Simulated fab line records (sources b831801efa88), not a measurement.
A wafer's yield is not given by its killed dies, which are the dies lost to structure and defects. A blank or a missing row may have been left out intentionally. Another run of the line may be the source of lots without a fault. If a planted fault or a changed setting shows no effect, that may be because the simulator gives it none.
fab line records	flow gf180mcu
[record] lots = 14	wafers = 41	last-day = 34
route steps=602 shown V2@385 V3@430 M4@458 V4@480
lots untouched by any fault: they come from a run of this same line in which no faults occurred
start-h: hours from the record's opening day to when the first of the lot's shown wafers began	wait-h: hours since the lot's step before	" unchanged from the row above	L1.1+2: a single row standing in for several wafers	- either no value or no given start	* or withheld: withheld	< > ~ a bound
route shown NAME@n: a module of which the file shows steps, and the number in the route of the first	usual: mean and standard deviation over wafers with no fault	same: alike in all rows	chamber/n: place in a boat	sites: readings site by site	_std_site: standard deviation across them	_edge_site: the outer-site mean with the inner-site mean subtracted	radius-mm: for every site, how far away it sits from the centre of the wafer	mask NAME#n: copy n	behind: tool/chamber where the wafer was last shaped	hold: cause of the lot's hold/its duration in hours/its outcome	device: which transistor (n, p or np) failed to switch	end of line: the route-end tests of the same wafers	a step given without rows: its recipe and nothing more	killed: not the wafer's yield, but the dies lost to structure and defects at the first sort	map: the dies of a wafer, with x for killed, . for not killed, _ for no die there
set.NAME: setting as actually run; set.NAME@STEP: the setting as run at that earlier step	model.NAME: the simulator's own value behind a step, which no gauge read
steps of the route over a sample of lots; a table a step, a row a wafer
services: when a tool's chamber went out of use (start-h, in hours from the record's first day, below 0 if earlier), for how many hours, and the reason
[[steps]]
[step GF_V2_THK_MEAS_03]
[recipe] reads = SiO2_of_V2_CVD_02
[usual] V2_CVD_02_THK = 852/12
lot.wafer	tool	chamber	start-h	wait-h	V2_CVD_02_THK[nm]
L233.1	film-metro-02	-	459.26	0.0	858
L233.3	"	-	"	"	869
L233.6	"	-	"	"	860
L234.2	film-metro-03	-	459.99	0.0	832
L234.3	"	-	"	"	837
L234.5	"	-	"	"	849
L232.1	film-metro-01	-	462.01	0.0	854
L232.4	"	-	"	"	851
L232.5	"	-	"	"	841
L236.1	film-metro-01	-	465.15	0.0	828
L236.3	"	-	"	"	823
L236.5	"	-	"	"	832
L239.1	film-metro-02	-	484.86	0.0	852
L239.3	"	-	"	"	860
L239.4	"	-	"	"	857
L240.1	film-metro-03	-	487.39	0.0	847
L240.6	"	-	"	"	872
L246.3	film-metro-02	-	535.23	0.1	824
L246.5	"	-	"	"	838
L246.6	"	-	"	"	851
L247.2	film-metro-02	-	554.64	0.0	844
L247.3	"	-	"	"	831
L247.4	"	-	"	"	865
L248.1	film-metro-02	-	557.85	0.0	834
L248.4	"	-	"	"	858
L248.5	"	-	"	"	868
L250.1	film-metro-01	-	577.50	0.0	840
L250.2	"	-	"	"	840
L250.4	"	-	"	"	857
L251.1	film-metro-03	-	581.56	0.0	839
L251.3	"	-	"	"	840
L251.6	"	-	"	"	844
L253.2	film-metro-01	-	598.66	0.0	862
L253.3	"	-	"	"	857
L253.4	"	-	"	"	867
L254.3	film-metro-03	-	609.32	0.1	843
L254.4	"	-	"	"	855
L254.5	"	-	"	"	868
L255.3	film-metro-01	-	613.50	0.1	841
L255.4	"	-	"	"	853
L255.6	"	-	"	"	867
[step GF_V3_THK_MEAS_01]
[recipe] reads = SiO2_of_V3_CVD_00
[usual] V3_CVD_00_THK = 608/6.5
lot.wafer	tool	chamber	start-h	wait-h	V3_CVD_00_THK[nm]
L233.1	film-metro-04	-	507.03	0.0	611
L233.3	"	-	"	"	614
L233.6	"	-	"	"	611
L234.2	film-metro-01	-	508.57	0.0	609
L234.3	"	-	"	"	605
L234.5	"	-	"	"	605
L232.1	film-metro-02	-	510.02	0.0	600
L232.4	"	-	"	"	596
L232.5	"	-	"	"	606
L236.1	film-metro-02	-	513.34	0.0	609
L236.3	"	-	"	"	608
L236.5	"	-	"	"	590
L239.1	film-metro-02	-	532.69	0.1	604
L239.3	"	-	"	"	605
L239.4	"	-	"	"	604
L240.1	film-metro-04	-	534.92	0.0	614
L240.6	"	-	"	"	610
L246.3	film-metro-01	-	582.94	0.1	600
L246.5	"	-	"	"	611
L246.6	"	-	"	"	619
L247.2	film-metro-01	-	602.83	0.0	610
L247.3	"	-	"	"	621
L247.4	"	-	"	"	610
L248.1	film-metro-01	-	604.72	0.0	604
L248.4	"	-	"	"	611
L248.5	"	-	"	"	610
L250.1	film-metro-01	-	624.75	0.1	612
L250.2	"	-	"	"	603
L250.4	"	-	"	"	609
L251.1	film-metro-02	-	628.10	0.0	611
L251.3	"	-	"	"	610
L251.6	"	-	"	"	615
L253.2	film-metro-01	-	645.62	0.1	620
L253.3	"	-	"	"	611
L253.4	"	-	"	"	619
L254.3	film-metro-02	-	656.90	0.1	601
L254.4	"	-	"	"	609
L254.5	"	-	"	"	613
L255.3	film-metro-02	-	660.26	0.1	611
L255.4	"	-	"	"	615
L255.6	"	-	"	"	620
[step GF_M4_SPUTTER_02]
[recipe] material = AlCu	target-thk-nm = 450	power-w = 10600	time-s = 23.9	chamber-pressure-pa = 0.4
[usual] throttle-valve-pct = 30.5/1.3
lot.wafer	tool	chamber	start-h	wait-h	throttle-valve-pct
L233.1	pvd-sputter-03	-	531.36	0.0	32.4
L233.3	"	-	"	"	30.6
L233.6	"	-	"	"	32.3
L234.2	pvd-sputter-04	-	533.12	0.0	30.4
L234.3	"	-	"	"	32.4
L234.5	"	-	"	"	30.6
L232.1	pvd-sputter-04	-	535.22	0.0	30.4
L232.4	"	-	"	"	32.2
L232.5	"	-	"	"	30.6
L236.1	pvd-sputter-02	-	537.92	0.0	29.8
L236.3	"	-	"	"	30.6
L236.5	"	-	"	"	29.6
L239.1	pvd-sputter-03	-	556.73	0.0	32.4
L239.3	"	-	"	"	28.4
L239.4	"	-	"	"	30.9
L240.1	pvd-sputter-02	-	559.80	0.0	29.2
L240.6	"	-	"	"	30.1
L246.3	pvd-sputter-04	-	606.67	0.0	32.2
L246.5	"	-	"	"	30.4
L246.6	"	-	"	"	30.7
L247.2	pvd-sputter-03	-	627.19	0.0	31.4
L247.3	"	-	"	"	32.1
L247.4	"	-	"	"	28.7
L248.1	pvd-sputter-03	-	628.38	0.0	30.7
L248.4	"	-	"	"	31.1
L248.5	"	-	"	"	31.5
L250.1	pvd-sputter-04	-	649.52	0.0	30.4
L250.2	"	-	"	"	31.2
L250.4	"	-	"	"	28.7
L251.1	pvd-sputter-03	-	652.32	0.0	28.4
L251.3	"	-	"	"	32.3
L251.6	"	-	"	"	31.1
L253.2	pvd-sputter-04	-	669.13	0.0	31.0
L253.3	"	-	"	"	30.8
L253.4	"	-	"	"	30.3
L254.3	pvd-sputter-04	-	680.31	0.0	31.2
L254.4	"	-	"	"	29.0
L254.5	"	-	"	"	28.8
L255.3	pvd-sputter-03	-	684.01	0.0	28.8
L255.4	"	-	"	"	31.2
L255.6	"	-	"	"	32.1
[step GF_V4_CMP_04]
[recipe] material = SiO2	down-force-psi = 4	platen-rpm = 60	pad-velocity-m-s = 0.94248
[usual] motor-current-A = 12.3/1.1	platen-rpm = 60.00/0.04	slurry-filter-dp-kPa = 13.50/0.13	time-to-endpoint-s = 78/6.5
lot.wafer	tool	chamber	start-h	wait-h	motor-current-A	platen-rpm	slurry-filter-dp-kPa	time-to-endpoint-s
L233.3	cmp-02	3	554.67	0.1	13.7	60.01	13.38	67
L233.1	"	1	"	"	13.3	60.06	13.43	63
L233.6	"	2	"	"	11.5	60.04	13.68	80
L234.2	cmp-01	0	556.52	0.1	12.2	59.96	13.63	78
L234.3	"	2	"	"	11.2	60.01	13.37	76
L234.5	"	0	"	"	13.4	60.04	13.60	79
L232.1	cmp-01	1	558.74	0.1	12.8	59.94	13.35	82
L232.4	"	2	"	"	10.9	60.06	13.63	88
L232.5	"	0	"	"	12.3	59.99	13.25	87
L236.3	cmp-02	3	561.10	0.0	14.6	60.00	13.42	71
L236.1	"	2	"	"	11.3	60.00	13.47	73
L236.5	"	0	"	"	11.9	60.02	13.38	79
L239.3	cmp-02	0	580.14	0.5	12.5	60.00	13.60	73
L239.1	"	2	"	"	11.2	59.95	13.49	57
L239.4	"	3	"	"	15.2	59.97	13.53	72
L240.1	cmp-02	3	583.24	0.1	14.4	59.99	13.60	49
L240.6	"	3	"	"	14.1	60.03	13.62	79
L246.3	cmp-01	2	629.87	0.1	10.6	60.04	13.58	74
L246.6	"	2	"	"	11.1	59.98	13.51	81
L246.5	"	3	"	"	11.7	60.03	13.36	87
L247.3	cmp-01	1	650.70	0.3	13.0	60.00	13.44	75
L247.2	"	2	"	"	12.0	59.99	13.43	73
L247.4	"	0	"	"	12.5	59.99	13.45	78
L248.1	cmp-01	0	651.35	0.2	12.4	59.98	13.39	72
L248.4	"	1	"	"	13.4	59.97	13.49	76
L248.5	"	0	"	"	12.3	60.05	13.77	78
L250.2	cmp-01	0	671.41	0.0	12.5	59.97	13.50	81
L250.4	"	1	"	"	13.0	60.05	13.37	80
L250.1	"	3	"	"	11.6	60.00	13.64	83
L251.3	cmp-01	3	674.79	0.3	11.2	60.00	13.45	76
L251.1	"	1	"	"	13.1	60.00	13.50	75
L251.6	"	2	"	"	11.6	60.04	13.33	77
L253.2	cmp-02	3	690.88	0.0	13.6	59.98	13.54	79
L253.4	"	0	"	"	11.5	60.02	13.40	80
L253.3	"	1	"	"	12.6	60.03	13.70	77
L254.3	cmp-01	3	701.11	0.0	11.2	60.03	13.47	89
L254.4	"	0	"	"	12.6	59.97	13.45	85
L254.5	"	3	"	"	11.1	60.00	13.58	88
L255.4	cmp-01	3	704.71	0.1	11.4	59.96	13.56	91
L255.3	"	0	"	"	12.6	60.05	13.44	82
L255.6	"	3	"	"	11.2	59.98	13.63	91
[step GF_V4_BOW_MEAS_05]
[recipe] mode = bow
[usual] V4_BOW = 132/11
lot.wafer	tool	chamber	start-h	wait-h	hold	V4_BOW[um]
L233.1	film-metro-01	-	554.92	0.1	-	143
L233.3	"	-	"	"	-	134
L233.6	"	-	"	"	-	154
L234.2	film-metro-01	-	556.79	0.2	-	145
L234.3	"	-	"	"	-	149
L234.5	"	-	"	"	-	126
L232.1	film-metro-01	-	558.99	0.2	-	128
L232.4	"	-	"	"	-	132
L232.5	"	-	"	"	-	146
L236.1	film-metro-03	-	561.40	0.1	-	144
L236.3	"	-	"	"	-	152
L236.5	"	-	"	"	-	143
L239.1	film-metro-01	-	580.44	0.1	await-dispo/0.2h/release	149
L239.3	"	-	"	"	await-dispo/0.2h/release	142
L239.4	"	-	"	"	await-dispo/0.2h/release	143
L239.1	film-metro-01	-	580.72	0.3	-	-
L239.3	"	-	"	"	-	-
L239.4	"	-	"	"	-	-
L240.1	film-metro-02	-	583.49	0.2	await-dispo/0.2h/release	127
L240.6	"	-	"	"	await-dispo/0.2h/release	128
L240.1	film-metro-02	-	583.78	0.3	-	-
L240.6	"	-	"	"	-	-
L246.3	film-metro-01	-	630.21	0.3	-	126
L246.5	"	-	"	"	-	120
L246.6	"	-	"	"	-	134
L247.2	film-metro-01	-	651.02	0.2	-	151
L247.3	"	-	"	"	-	149
L247.4	"	-	"	"	-	136
L248.1	film-metro-03	-	651.60	0.2	-	141
L248.4	"	-	"	"	-	137
L248.5	"	-	"	"	-	141
L250.1	film-metro-03	-	671.71	0.1	-	123
L250.2	"	-	"	"	-	126
L250.4	"	-	"	"	-	120
L251.1	film-metro-02	-	675.04	0.1	-	138
L251.3	"	-	"	"	-	117
L251.6	"	-	"	"	-	120
L253.2	film-metro-02	-	691.20	0.3	-	140
L253.3	"	-	"	"	-	140
L253.4	"	-	"	"	-	146
L254.3	film-metro-02	-	701.45	0.3	-	133
L254.4	"	-	"	"	-	122
L254.5	"	-	"	"	-	124
L255.3	film-metro-02	-	705.00	0.2	-	129
L255.4	"	-	"	"	-	122
L255.6	"	-	"	"	-	116
[step GF_V4_ETCH_17]
[recipe] chemistry = C4F8/O2/Ar	mask-material = KrF	target = SiO2	stop-on = TiN	source-w = 1500	bias-w = 1200	pressure-mtorr = 40	c4f8-flow-sccm = withheld	O2_flow_sccm = 6	Ar_flow_sccm = 300	time-s = withheld	target-depth-a = 6300
[usual] oes-product-au = 0.855/0.0044
lot.wafer	tool	chamber	start-h	wait-h	oes-product-au
L233.1	rie-diel-03	3	-	-	0.847
L233.3	"	1	"	"	0.856
L233.6	"	1	"	"	0.854
L234.2	rie-diel-03	3	-	-	0.858
L234.3	"	1	"	"	0.858
L234.5	"	3	"	"	0.857
L232.1	rie-diel-03	2	-	-	0.856
L232.4	"	3	"	"	0.856
L232.5	"	1	"	"	0.855
L236.1	rie-diel-01	1	-	-	0.853
L236.3	"	3	"	"	0.857
L236.5	"	1	"	"	0.861
L239.1	rie-diel-04	3	-	-	0.904
L239.3	"	2	"	"	0.859
L239.4	"	1	"	"	0.852
L240.1	rie-diel-03	2	-	-	0.903
L240.6	"	0	"	"	0.859
L246.3	rie-diel-04	2	-	-	0.862
L246.5	"	1	"	"	0.851
L246.6	"	2	"	"	0.857
L247.2	rie-diel-01	2	-	-	0.857
L247.3	"	0	"	"	0.847
L247.4	"	1	"	"	0.852
L248.1	rie-diel-03	1	-	-	0.850
L248.4	"	0	"	"	0.853
L248.5	"	3	"	"	0.855
L250.1	rie-diel-04	2	-	-	0.861
L250.2	"	3	"	"	0.852
L250.4	"	1	"	"	0.856
L251.1	rie-diel-01	0	-	-	0.855
L251.3	"	2	"	"	0.862
L251.6	"	1	"	"	0.852
L253.2	rie-diel-04	0	-	-	0.847
L253.3	"	3	"	"	0.855
L253.4	"	1	"	"	0.856
L254.3	rie-diel-03	2	-	-	0.852
L254.4	"	0	"	"	0.857
L254.5	"	3	"	"	0.856
L255.3	rie-diel-04	1	-	-	0.856
L255.4	"	0	"	"	0.852
L255.6	"	2	"	"	0.856
[[services]]
tool	chamber	start-h	hours	kind
rie-diel-03	1	519.74	4.4	repair
pvd-sputter-04	-	523.28	0.7	repair
cmp-02	-	523.61	2.6	repair
rie-diel-03	-	526.74	0.9	repair
pvd-sputter-04	-	537.10	0.6	repair
cmp-02	-	558.71	1.0	repair
pvd-sputter-04	-	562.26	9.9	repair
cmp-01	-	569.02	8.9	repair
cmp-01	-	577.90	4.0	pm
rie-diel-03	-	587.30	1.1	repair
pvd-sputter-04	-	636.29	0.5	repair
cmp-02	-	640.18	41.1	repair
cmp-02	-	649.37	23.9	repair
rie-diel-03	-	651.52	2.8	pm
rie-diel-03	1	665.86	4.1	repair
cmp-01	-	686.87	4.7	pm
rie-diel-04	0	688.63	3.7	repair
rie-diel-03	3	691.79	5.9	repair
rie-diel-03	1	694.66	11.6	repair
cmp-01	-	696.12	1.6	repair
rie-diel-04	2	697.97	2.3	repair
rie-diel-03	3	698.51	1.5	repair
rie-diel-03	3	704.15	8.3	repair
pvd-sputter-04	-	719.95	3.8	repair
[[key]]
[first-sign] step = GF_V4_CMP_04	reading = time-to-endpoint-s	direction = down	sigmas = 3.9	usual = *	struck = *
[effect] step = GF_V4_BOW_MEAS_05	reading = visit	direction = added
[effect] step = GF_V4_ETCH_17	reading = oes-product-au	direction = up	sigmas = 11	usual = 0.855	struck = 0.903
met-at GF_V4_CMP_04
struck-lots L239,L240
struck-wafers L239.1,L240.1
sort-left-out L240.1
not-acting-at GF_V2_THK_MEAS_03,GF_V3_THK_MEAS_01,GF_M4_SPUTTER_02
onset-between 561.10 580.14
[fault] kind = process-parameter-drift	tool = cmp-02	chamber = -	onset-h = 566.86	steps = GF_V4_CMP_04	channel = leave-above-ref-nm	offset = 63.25	shape = step	end-h = 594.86	scope = struck-wafers-only	acts-in = these-recipes-only	stated = 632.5
// sort-left-out: the simulated sort isn't trusted on such a fault, so these wafers' sort isn't shown, and their yield isn't known
